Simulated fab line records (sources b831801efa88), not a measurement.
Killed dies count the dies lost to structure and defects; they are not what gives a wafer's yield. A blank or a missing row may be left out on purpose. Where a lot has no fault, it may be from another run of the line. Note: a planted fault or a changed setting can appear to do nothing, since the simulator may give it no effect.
fab line records	flow sfq-line
record: lots: 14	wafers: 42	last-day: 83
route steps=325 shown C5@248 M6@261 I6@266
lots that met no fault: taken from a fault-free run of the same line
start-h: hours from the record's opening day to when the first of the lot's shown wafers began	wait-h: time in hours since the lot's previous step	" repeats the value in the row above	L1.1+2: a single row standing in for several wafers	- value missing, or start not given	* or withheld: withheld	< > ~ a bound
route shown NAME@n: names a module that has steps shown in the file, with the first one's number in the route	usual: mean/standard deviation taken from wafers without a fault	same: alike in all rows	chamber/n: place in a boat	sites: each site's reading	_std_site: standard deviation of those values	_edge_site: mean of outer sites minus mean of inner sites	radius-mm: for every site, how far away it sits from the centre of the wafer	mask NAME#n: copy n	behind: the last tool/chamber to shape the wafer	hold: why the lot was held/for how many hours/how that ended	device: which transistor (n, p or np) failed to switch	end of line: the tests these same wafers got at the end of their route	for a step that has no rows: nothing shown but its recipe	killed: at the first sort, the dies lost to defects and structure; wafer yield is something else	map: dies across one wafer; x = killed, . = not, _ = none there
set.NAME: the setting as run; set.NAME@STEP: as run at that earlier step	model.NAME: the simulator's own value behind a step, which no gauge read
route steps across a sampled set of lots; one table per step, one row per wafer
services: a tool's chamber out of use, with start hour (start-h, from the record's first day; less than 0 if before it), hours out, and reason
== steps ==
step: SFQ_TRILAYER_C5_ETCH_VIA_ETCH_154
recipe: target: SiO2	mask-material: PR	chemistry: CHF3	target-depth-nm: 84	source-w: 500	bias-w: 80	pressure-mtorr: 30	time-s: withheld	stop-on: Nb
usual: chamber-pressure-mTorr: 30.00/0.032	drypump-motor-current-A: 5.7/0.46	oes-product-au: 0.892/0.0092
lot.wafer	tool	chamber	start-h	wait-h	chamber-pressure-mTorr	drypump-motor-current-A	oes-product-au
L772.1	rie-diel-03	3	1529.04	0.0	29.97	5.2	0.873
L772.5	"	2	"	"	29.98	5.7	0.883
L772.6	"	3	"	"	30.01	5.2	0.900
L773.2	rie-diel-01	0	1536.24	0.0	30.00	6.0	0.883
L773.3	"	1	"	"	30.02	5.4	0.876
L773.6	"	1	"	"	29.99	5.4	0.883
L774.3	rie-diel-01	2	1541.04	0.0	30.03	6.0	0.883
L774.5	"	2	"	"	30.00	6.0	0.906
L774.6	"	1	"	"	30.01	5.4	0.896
L775.1	rie-diel-02	3	1542.24	0.0	30.05	6.0	0.892
L775.2	"	1	"	"	30.07	5.1	0.886
L775.5	"	2	"	"	30.01	5.0	0.905
L776.1	rie-diel-01	0	1544.64	0.0	29.95	6.0	0.888
L776.2	"	3	"	"	30.01	5.9	0.892
L776.6	"	3	"	"	30.02	5.9	0.890
L779.2	rie-diel-03	2	1588.20	0.0	30.00	5.7	0.880
L779.5	"	0	"	"	30.00	5.3	0.899
L779.6	"	3	"	"	30.00	5.3	0.901
L780.1	rie-diel-01	3	1590.60	0.0	30.02	5.9	0.892
L780.2	"	2	"	"	30.03	6.0	0.889
L780.6	"	1	"	"	29.97	5.4	0.899
L781.2	rie-diel-03	2	1597.02	0.0	30.01	5.7	0.893
L781.5	"	3	"	"	30.04	5.3	0.901
L781.6	"	2	"	"	30.00	5.7	0.903
L786.1	rie-diel-01	1	1633.02	0.0	30.00	5.4	0.894
L786.2	"	2	"	"	30.01	6.0	0.883
L786.3	"	3	"	"	29.96	5.9	0.892
L790.1	rie-diel-01	0	1759.93	0.0	30.00	6.0	0.892
L790.4	"	1	"	"	29.98	5.4	0.895
L790.6	"	0	"	"	30.00	6.0	0.889
L791.1	rie-diel-02	2	1761.25	0.0	29.97	5.0	0.877
L791.3	"	3	"	"	29.98	6.0	0.890
L791.5	"	1	"	"	29.98	5.1	0.882
L792.3	rie-diel-02	3	1775.86	0.0	29.99	6.0	0.893
L792.4	"	3	"	"	30.00	6.0	0.894
L792.5	"	2	"	"	29.96	5.1	0.891
L793.2	rie-diel-03	1	1784.26	0.0	29.99	6.8	0.894
L793.4	"	3	"	"	30.01	5.3	0.904
L793.6	"	3	"	"	29.99	5.2	0.890
L794.1	rie-diel-02	3	1810.66	0.0	30.03	6.0	0.888
L794.3	"	1	"	"	29.93	5.1	0.895
L794.5	"	2	"	"	30.01	5.1	0.889
step: SFQ_M6_OVL_MEAS_940
usual: M6_OVL: 1/5.6
lot.wafer	tool	chamber	start-h	wait-h	M6_OVL[nm]
L772.1	overlay-02	-	1539.03	0.1	-8
L772.5	"	-	"	"	-3
L772.6	"	-	"	"	0
L773.2	overlay-01	-	1624.55	0.1	-2
L773.3	"	-	"	"	-9
L773.6	"	-	"	"	6
L774.3	overlay-01	-	1629.36	0.1	11
L774.5	"	-	"	"	14
L774.6	"	-	"	"	10
L775.1	overlay-01	-	1630.55	0.1	-1
L775.2	"	-	"	"	-3
L775.5	"	-	"	"	7
L776.1	overlay-02	-	1634.15	0.1	6
L776.2	"	-	"	"	6
L776.6	"	-	"	"	7
L779.2	overlay-02	-	1669.63	0.1	4
L779.5	"	-	"	"	-3
L779.6	"	-	"	"	-5
L780.1	overlay-02	-	1672.02	0.1	2
L780.2	"	-	"	"	2
L780.6	"	-	"	"	1
L781.2	overlay-01	-	1678.03	0.1	3
L781.5	"	-	"	"	-1
L781.6	"	-	"	"	3
L786.1	overlay-01	-	1715.56	0.1	10
L786.2	"	-	"	"	5
L786.3	"	-	"	"	8
L790.1	overlay-01	-	1766.03	0.1	7
L790.4	"	-	"	"	-2
L790.6	"	-	"	"	1
L791.1	overlay-01	-	1768.53	0.1	6
L791.3	"	-	"	"	7
L791.5	"	-	"	"	4
L792.3	overlay-02	-	1780.57	0.1	2
L792.4	"	-	"	"	10
L792.5	"	-	"	"	10
L793.2	overlay-02	-	1787.64	0.1	1
L793.4	"	-	"	"	-2
L793.6	"	-	"	"	6
L794.1	overlay-02	-	1814.10	0.1	11
L794.3	"	-	"	"	8
L794.5	"	-	"	"	8
step: SFQ_TRILAYER_I6_DEP_PECVD_165
recipe: material: SiO2	temp-c: 150	time-s: 111.11	pressure-torr: 2.4	rf-w: 183.3	precursor: SiH4/N2O	target-thk-nm: 500
usual: heater-power-w: 85/14	susceptor-temp-C: 150.01/0.14	throttle-valve-pct: 24.6/1.8
lot.wafer	tool	chamber	start-h	wait-h	heater-power-w	susceptor-temp-C	throttle-valve-pct
L772.1	pecvd-02	1	1540.06	0.0	83	149.93	22.3
L772.5	"	1	"	"	89	150.27	22.2
L772.6	"	2	"	"	76	150.02	23.8
L773.2	pecvd-02	1	1625.56	0.0	84	150.06	22.5
L773.3	"	0	"	"	78	150.21	24.5
L773.6	"	1	"	"	92	150.06	22.4
L774.3	pecvd-01	2	1630.34	0.0	73	149.72	26.1
L774.5	"	0	"	"	67	149.81	26.9
L774.6	"	1	"	"	116	149.66	29.1
L775.1	pecvd-02	0	1631.54	0.0	80	149.97	24.5
L775.2	"	1	"	"	92	150.23	22.6
L775.5	"	2	"	"	76	150.05	23.9
L776.1	pecvd-01	2	1635.14	0.0	64	150.05	26.1
L776.2	"	0	"	"	71	149.82	26.9
L776.6	"	0	"	"	72	149.92	26.9
L779.2	pecvd-04	1	1670.62	0.0	86	150.06	23.8
L779.5	"	1	"	"	91	150.16	23.9
L779.6	"	2	"	"	84	150.08	23.6
L780.1	pecvd-02	1	1673.20	0.0	93	149.82	22.6
L780.2	"	0	"	"	83	150.29	24.6
L780.6	"	0	"	"	67	150.09	24.5
L781.2	pecvd-04	1	1679.20	0.0	104	149.83	23.9
L781.5	"	2	"	"	99	150.06	23.4
L781.6	"	0	"	"	108	150.04	23.7
L786.1	pecvd-01	1	1716.55	0.0	117	149.92	29.1
L786.2	"	0	"	"	70	150.08	26.8
L786.3	"	2	"	"	75	150.12	26.2
L790.1	pecvd-02	0	1767.02	0.0	76	150.05	24.9
L790.4	"	2	"	"	63	150.00	24.3
L790.6	"	1	"	"	92	150.04	22.9
L791.1	pecvd-04	2	1769.52	0.0	84	150.02	23.7
L791.3	"	0	"	"	110	150.01	23.8
L791.5	"	0	"	"	95	150.19	23.9
L792.3	pecvd-02	1	1781.55	0.0	88	149.87	22.8
L792.4	"	0	"	"	82	150.27	24.7
L792.5	"	2	"	"	69	149.90	24.3
L793.2	pecvd-02	2	1788.63	0.0	75	149.98	24.2
L793.4	"	2	"	"	76	149.92	24.1
L793.6	"	1	"	"	98	150.19	22.7
L794.1	pecvd-02	2	1815.09	0.0	76	150.07	23.9
L794.3	"	1	"	"	98	149.96	23.0
L794.5	"	0	"	"	78	149.98	24.9
step: SFQ_TRILAYER_I6_CMP_CMP_166
recipe: material: SiO2	down-force-psi: 3	platen-rpm: 60	pad-velocity-m-s: 0.94248
usual: motor-current-A: 9.4/0.85	retaining-ring-pressure-frac: 1.000/0.0049	time-to-endpoint-s: 218/9
lot.wafer	tool	chamber	start-h	wait-h	motor-current-A	retaining-ring-pressure-frac	time-to-endpoint-s
L772.1	cmp-02	0	1541.14	1.0	9.3	1.012	217
L772.6	"	2	1542.14	2.0	7.7	0.996	212
L772.5	"	3	"	"	9.9	0.992	214
L773.2	cmp-01	2	1631.07	5.5	10.1	1.003	204
L773.3	"	3	"	"	10.9	1.008	210
L773.6	"	2	1633.07	7.4	9.3	1.000	211
L775.2	cmp-02	3	1634.70	3.1	10.1	0.995	202
L775.1	"	0	"	"	9.1	1.007	214
L775.5	"	1	"	"	10.0	1.000	217
L774.3	cmp-01	1	1635.07	4.7	8.5	1.000	210
L774.5	"	2	"	"	10.1	1.002	229
L774.6	"	3	"	"	10.7	1.012	229
L776.2	cmp-02	1	1637.20	2.0	9.7	0.992	229
L776.1	"	3	1638.20	3.0	9.6	1.002	196
L776.6	"	0	"	"	8.4	0.997	231
L779.2	cmp-01	3	1671.20	0.5	10.8	1.001	224
L779.6	"	2	1672.70	2.0	9.6	0.997	218
L779.5	"	3	"	"	11.0	0.994	230
L780.2	cmp-02	2	1674.27	1.0	8.2	1.002	166
L780.1	"	3	"	"	9.6	0.997	210
L780.6	"	1	1675.77	2.5	9.7	0.991	210
L781.2	cmp-02	2	1679.77	0.5	8.3	1.000	176
L781.5	"	1	1681.27	2.0	10.1	1.001	231
L781.6	"	2	"	"	8.3	0.998	173
L786.2	cmp-01	1	1718.03	1.4	9.0	0.999	218
L786.1	"	2	"	"	9.7	1.003	218
L786.3	"	3	"	"	10.9	0.998	228
L790.1	cmp-01	3	1770.35	3.3	10.9	1.005	215
L790.4	"	1	1771.35	4.2	8.5	1.005	223
L790.6	"	3	1772.35	5.2	10.4	0.994	232
L791.1	cmp-01	1	1774.36	4.8	8.5	1.001	220
L791.3	"	3	1775.36	5.8	10.9	1.002	221
L791.5	"	0	"	"	9.4	1.001	222
L792.4	cmp-01	1	1784.03	2.4	9.2	1.008	209
L792.3	"	2	"	"	9.9	1.002	206
L792.5	"	1	1786.03	4.4	8.4	0.995	214
L793.4	cmp-02	3	1792.18	3.5	9.0	1.001	214
L793.2	"	1	1793.18	4.5	9.8	1.000	215
L793.6	"	3	1794.18	5.5	9.3	1.003	211
L794.3	cmp-02	1	1817.51	2.4	9.9	0.996	217
L794.1	"	2	"	"	8.6	0.999	216
L794.5	"	0	1819.01	3.8	8.4	0.993	218
step: SFQ_TRILAYER_I6_METRO_MEASURE_167
usual: thk-nm: 200.2/1.2
lot.wafer	tool	chamber	start-h	wait-h	thk-nm
L772.1	film-metro-02	-	1543.26	0.1	199.6
L772.5	"	-	"	"	197.8
L772.6	"	-	"	"	199.2
L773.2	film-metro-02	-	1633.89	0.3	198.0
L773.3	"	-	"	"	201.6
L773.6	"	-	"	"	199.6
L775.1	film-metro-02	-	1636.82	0.1	201.3
L775.2	"	-	"	"	198.3
L775.5	"	-	"	"	199.4
L774.3	film-metro-03	-	1637.09	0.5	199.2
L774.5	"	-	"	"	199.7
L774.6	"	-	"	"	201.4
L776.1	film-metro-03	-	1639.82	0.1	197.6
L776.2	"	-	"	"	198.8
L776.6	"	-	"	"	199.7
L779.2	film-metro-04	-	1674.02	0.3	200.9
L779.5	"	-	"	"	201.8
L779.6	"	-	"	"	200.1
L780.1	film-metro-03	-	1676.39	0.1	197.9
L780.2	"	-	"	"	249.7
L780.6	"	-	"	"	200.3
L781.2	film-metro-03	-	1682.59	0.3	249.9
L781.5	"	-	"	"	200.2
L781.6	"	-	"	"	250.4
L786.1	film-metro-03	-	1721.15	0.1	201.1
L786.2	"	-	"	"	201.0
L786.3	"	-	"	"	202.4
L790.1	film-metro-04	-	1772.97	0.1	202.0
L790.4	"	-	"	"	200.1
L790.6	"	-	"	"	200.8
L791.1	film-metro-04	-	1776.98	0.1	201.3
L791.3	"	-	"	"	202.5
L791.5	"	-	"	"	202.3
L792.3	film-metro-04	-	1787.55	0.5	200.0
L792.4	"	-	"	"	200.2
L792.5	"	-	"	"	200.1
L793.2	film-metro-04	-	1795.00	0.3	199.5
L793.4	"	-	"	"	197.9
L793.6	"	-	"	"	198.0
L794.1	film-metro-04	-	1820.13	0.1	198.7
L794.3	"	-	"	"	199.5
L794.5	"	-	"	"	200.8
step: SFQ_TRILAYER_I6_VIA_ETCH_VIA_ETCH_172
recipe: target: SiO2	stop-on: Nb	mask-material: PR	taper-deg: 20	chemistry: CHF3	target-depth-nm: 260	source-w: 500	bias-w: 80	pressure-mtorr: 30	time-s: withheld
usual: chamber-pressure-mTorr: 30.002/0.026	drypump-motor-current-A: 5.8/0.45	oes-product-au: 0.855/0.0049
lot.wafer	tool	chamber	start-h	wait-h	chamber-pressure-mTorr	drypump-motor-current-A	oes-product-au
L772.1	rie-diel-01	2	1603.70	0.0	29.971	5.9	0.851
L772.5	"	3	"	"	30.055	5.9	0.852
L772.6	"	2	"	"	29.985	5.9	0.850
L773.2	rie-diel-03	3	1637.25	0.0	30.024	5.3	0.848
L773.3	"	2	"	"	30.005	5.7	0.861
L773.6	"	3	"	"	29.972	5.2	0.854
L774.3	rie-diel-01	2	1725.21	0.0	30.058	6.1	0.856
L774.5	"	0	"	"	30.015	6.0	0.855
L774.6	"	3	"	"	30.022	5.9	0.853
L775.1	rie-diel-04	3	1726.41	0.0	29.998	5.6	0.858
L775.2	"	2	"	"	29.993	6.1	0.846
L775.5	"	1	"	"	30.007	6.0	0.850
L776.1	rie-diel-03	0	1727.61	0.0	30.007	5.3	0.841
L776.2	"	3	"	"	29.985	5.2	0.850
L776.6	"	2	"	"	29.992	5.7	0.850
L779.2	rie-diel-01	1	1767.33	0.0	29.997	5.4	0.855
L779.5	"	0	"	"	30.018	6.0	0.863
L779.6	"	3	"	"	29.979	6.0	0.855
L780.1	rie-diel-04	2	1769.73	0.0	29.972	6.0	0.852
L780.2	"	0	"	"	29.953	5.1	0.976
L780.6	"	2	"	"	29.988	6.1	0.853
L781.2	rie-diel-01	2	1773.33	0.0	29.967	6.1	0.968
L781.5	"	1	"	"	30.030	5.4	0.865
L781.6	"	2	"	"	30.000	6.0	0.971
L786.1	rie-diel-03	2	1814.26	0.0	30.005	5.6	0.857
L786.2	"	0	"	"	29.985	5.3	0.851
L786.3	"	3	"	"	30.006	5.2	0.861
L790.1	rie-diel-03	0	1862.26	0.0	30.000	5.3	0.860
L790.4	"	2	"	"	30.028	5.7	0.850
L790.6	"	1	"	"	30.019	6.8	0.859
L791.1	rie-diel-03	1	1867.06	0.0	29.976	6.7	0.859
L791.3	"	2	"	"	30.004	5.7	0.863
L791.5	"	0	"	"	29.994	5.3	0.864
L792.3	rie-diel-04	1	1874.46	0.1	30.029	5.9	0.848
L792.4	"	3	"	"	30.037	5.6	0.854
L792.5	"	3	"	"	29.993	5.6	0.862
L793.2	rie-diel-01	1	1877.00	0.0	30.001	5.4	0.853
L793.4	"	1	"	"	30.043	5.4	0.851
L793.6	"	2	"	"	30.039	6.1	0.854
L794.1	rie-diel-03	2	1878.20	0.0	29.999	5.7	0.848
L794.3	"	0	"	"	29.998	5.3	0.848
L794.5	"	2	"	"	30.032	5.7	0.857
== services ==
tool	chamber	start-h	hours	kind
film-metro-04	-	1507.89	1.8	pm
rie-diel-03	3	1521.67	6.2	repair
rie-diel-03	1	1545.50	6.1	repair
cmp-01	-	1568.30	22.8	pm
film-metro-04	-	1570.42	1.6	pm
cmp-01	-	1591.06	8.5	pm
cmp-01	-	1602.57	4.0	pm
pecvd-02	-	1615.70	0.9	repair
cmp-02	-	1639.70	6.2	pm
pecvd-02	-	1648.35	6.0	pm
rie-diel-01	-	1659.22	2.8	pm
cmp-02	-	1668.41	3.4	repair
cmp-02	-	1677.50	0.4	repair
film-metro-04	-	1705.42	0.3	pm
cmp-02	-	1749.65	14.0	pm
film-metro-04	-	1752.89	0.6	pm
cmp-01	-	1756.56	1.3	repair
rie-diel-03	-	1764.99	15.6	pm
cmp-02	-	1769.68	4.0	pm
film-metro-04	-	1815.42	3.4	pm
cmp-02	-	1820.01	4.5	pm
rie-diel-01	0	1822.70	94.0	repair
pecvd-02	1	1847.74	9.2	repair
rie-diel-03	0	1854.11	6.6	repair
== key ==
first-sign: step: SFQ_TRILAYER_I6_CMP_CMP_166	reading: time-to-endpoint-s	direction: down	sigmas: 5.1	usual: *	struck: *
effect: step: SFQ_TRILAYER_I6_METRO_MEASURE_167	reading: thk-nm	direction: up	sigmas: 42	usual: 200.2	struck: 250.0
effect: step: SFQ_TRILAYER_I6_VIA_ETCH_VIA_ETCH_172	reading: oes-product-au	direction: up	sigmas: 24	usual: 0.855	struck: 0.971
met-at SFQ_TRILAYER_I6_CMP_CMP_166
struck-lots L780,L781
struck-wafers L780.2,L781.2,L781.6
not-acting-at SFQ_TRILAYER_C5_ETCH_VIA_ETCH_154,SFQ_M6_OVL_MEAS_940,SFQ_TRILAYER_I6_DEP_PECVD_165
onset-between 1541.14 1674.27
fault: kind: process-parameter-drift	tool: cmp-02	chamber: 2	onset-h: 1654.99	steps: SFQ_TRILAYER_I6_CMP_CMP_166	channel: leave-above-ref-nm	offset: 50	shape: step	end-h: 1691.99	acts-in: these-recipes-only	stated: 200
